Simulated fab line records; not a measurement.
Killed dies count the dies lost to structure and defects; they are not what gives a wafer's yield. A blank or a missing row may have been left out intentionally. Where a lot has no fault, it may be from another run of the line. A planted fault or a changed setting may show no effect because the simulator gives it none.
A lot that was struck, set against a sound lot + flow sky130 + 18 out of 708 route steps
Sound: wafers L469.3, L469.4, L469.5. The struck wafers were L476.3, L476.5, L476.6. The cause comes at the end.
For every step that has rows: the tool of each side, followed by ch and its chambers, followed by its first start. Under that, the readings that differ: sound wafers + struck wafers + difference of the means + sigmas: that difference in standard deviations of wafers without a fault.
alike: readings with means less than 2 such deviations apart, plus words and numbers identical on both sides. not compared: withheld readings, readings lacking a value on some wafer, bounds such as >300 that could conceal the same value, and numbers that have no deviation in the record and whose values overlap.
A row with sigmas, a row that says differs or no value, or rows on one side alone: a step with any of these is where the two part. Numbers that have no deviation but don't overlap get no sigmas and don't part them. A reading that every wafer of one side lacks parts them only if that side has two wafers or more.

first, 3 steps without rows for these wafers: SKY_VIA2_EXPOSE_09 (exposes mask VIM2, target cd 200 nm); SKY_VIA2_PEB_10; SKY_VIA2_DEVELOP_11 (develop time 60 s).
SKY_VIA2_CD_MEAS_12: the cd target is 200 nm.
  struck on cd-sem-02, day 39 13:07; sound on cd-sem-01, day 37 06:58
  alike: cd-nm
SKY_VIA2_OVL_MEAS_13:
  struck on overlay-02, day 39 13:13; sound on overlay-01, day 37 07:04
  alike: VIA2_OVL
SKY_VIA2_ETCH_14: etches BARC in N2/H2, stops on SiO2, time 45.9 s, target depth 60 nm.
  sound on rie-diel-03 ch 1,2,3, day 37 07:05; struck on rie-diel-01 ch 1,2, day 39 13:14
  alike: drypump-motor-current-A, n2-flow-sccm, oes-product-au, throttle-valve-pct
  not compared: rf-hours-counter-h
SKY_VIA2_ETCH_15: etches SiO2 in C4F8/O2/Ar, stops on TiN, target depth 546 nm, time 84 s.
  sound on rie-diel-03 ch 1,2,3, day 37 07:08; struck on rie-diel-01 ch 1,2, day 39 13:17
  alike: oes-product-au
  not compared: rf-hours-counter-h
SKY_VIA2_STRIP_16: strips in O2/N2.
  sound on plasma-asher-03 ch 0,1, day 37 07:14; struck on plasma-asher-03 ch 0,1, day 39 13:23
  alike: drypump-motor-current-A, n2-flow-sccm, oes-product-au, strip-time-to-endpoint-s
  not compared: rf-hours-counter-h
then, 3 steps without rows for these wafers: SKY_VIA2_STRIP_17 (strips in post etch residue remover, time 1200 s); SKY_VIA2_CLEAN_18 (cleans in IPA, time 180 s); SKY_VIA2_CLEAN_19 (cleans in O3/DIW).
SKY_VIA2_SPUTTER_20: material TiN, target thk 20 nm, time 80 s.
  struck on pvd-sputter-03, day 39 13:56; sound on pvd-sputter-04, day 37 07:50
  alike: throttle-valve-pct
SKY_VIA2_CVD_21: deposits W, target thk 420 nm, time 126.4 s.
  sound on cvd-w-01 ch 0,1, day 37 07:57; struck on cvd-w-02 ch 0,1, day 39 14:02
| reading                            | sound             | struck            | difference | sigmas |
|------------------------------------|-------------------|-------------------|------------|--------|
| model.W_of_VIA2_CVD_21.thk-nm (nm) | 413.8 416.7 415.6 | 732.2 728.6 734.5 | +316.4     |        |
  alike: heater-power-w
SKY_VIA2_RS_MEAS_22: measurement is done with a four-point probe.
  struck on film-metro-04, day 39 14:10; sound on film-metro-02, day 37 08:04
| reading            | sound                | struck               | difference | sigmas |
|--------------------|----------------------|----------------------|------------|--------|
| VIA2_W_RS (ohm/sq) | 0.2773 0.2758 0.2764 | 0.1555 0.1564 0.1550 | -0.1209    | -43    |
SKY_VIA2_THK_MEAS_23: measures by xrf.
  struck on film-metro-04, day 39 14:16; sound on film-metro-02, day 37 08:10
| reading         | sound       | struck | difference                    | sigmas |
|-----------------|-------------|--------|-------------------------------|--------|
| VIA2_W_THK (nm) | 426 432 426 | - - -  | no value on the struck wafers |        |
SKY_VIA2_CMP_24: polishes, stops on SiO2, t overpolish 20 s, target thk 0 nm.
  sound on cmp-01 ch 1,2, day 37 08:23; struck on cmp-01 ch 0,1, day 39 14:22
| reading                | sound    | struck      | difference | sigmas |
|------------------------|----------|-------------|------------|--------|
| time-to-endpoint-s (s) | 98 99 99 | 181 177 179 | +80        | +19    |
  alike: head-pressure-psi, motor-current-A, retaining-ring-pressure-frac
SKY_METAL3_SPUTTER_00: material Ti, target thk 15 nm, time 10 s.
  struck on pvd-sputter-01, day 39 14:37; sound on pvd-sputter-01, day 37 08:41
  alike: throttle-valve-pct
-- the record jumps here: 9 days lie between the struck wafers' starts before and after (it left off in module METAL3 and takes up again in module PAD_OPEN, whose first step shown is number 708 of the route) --
SKY_PAD_OPEN_PROBE_99:
  struck on prober-01, day 48 06:30; sound on prober-02, day 46 16:08
  alike: defect-limited-yield, killed_at_M0_to_M3, killed_at_M4_up, killed-at-contacts, killed-at-front-end, killed-at-other, killed-dies, killed-open, killed-short, sort_bin_3_pad_short, sort_bin_5_function, sort_bin_6_memory, sort-n-pass, sort-yield-pct

== WHERE THEY PART ==
Earliest at SKY_VIA2_RS_MEAS_22; latest, in this record, at SKY_VIA2_CMP_24. Later steps at which nothing parts them and some readings are alike: SKY_METAL3_SPUTTER_00, SKY_PAD_OPEN_PROBE_99.

WHY: what had been put in by the simulator
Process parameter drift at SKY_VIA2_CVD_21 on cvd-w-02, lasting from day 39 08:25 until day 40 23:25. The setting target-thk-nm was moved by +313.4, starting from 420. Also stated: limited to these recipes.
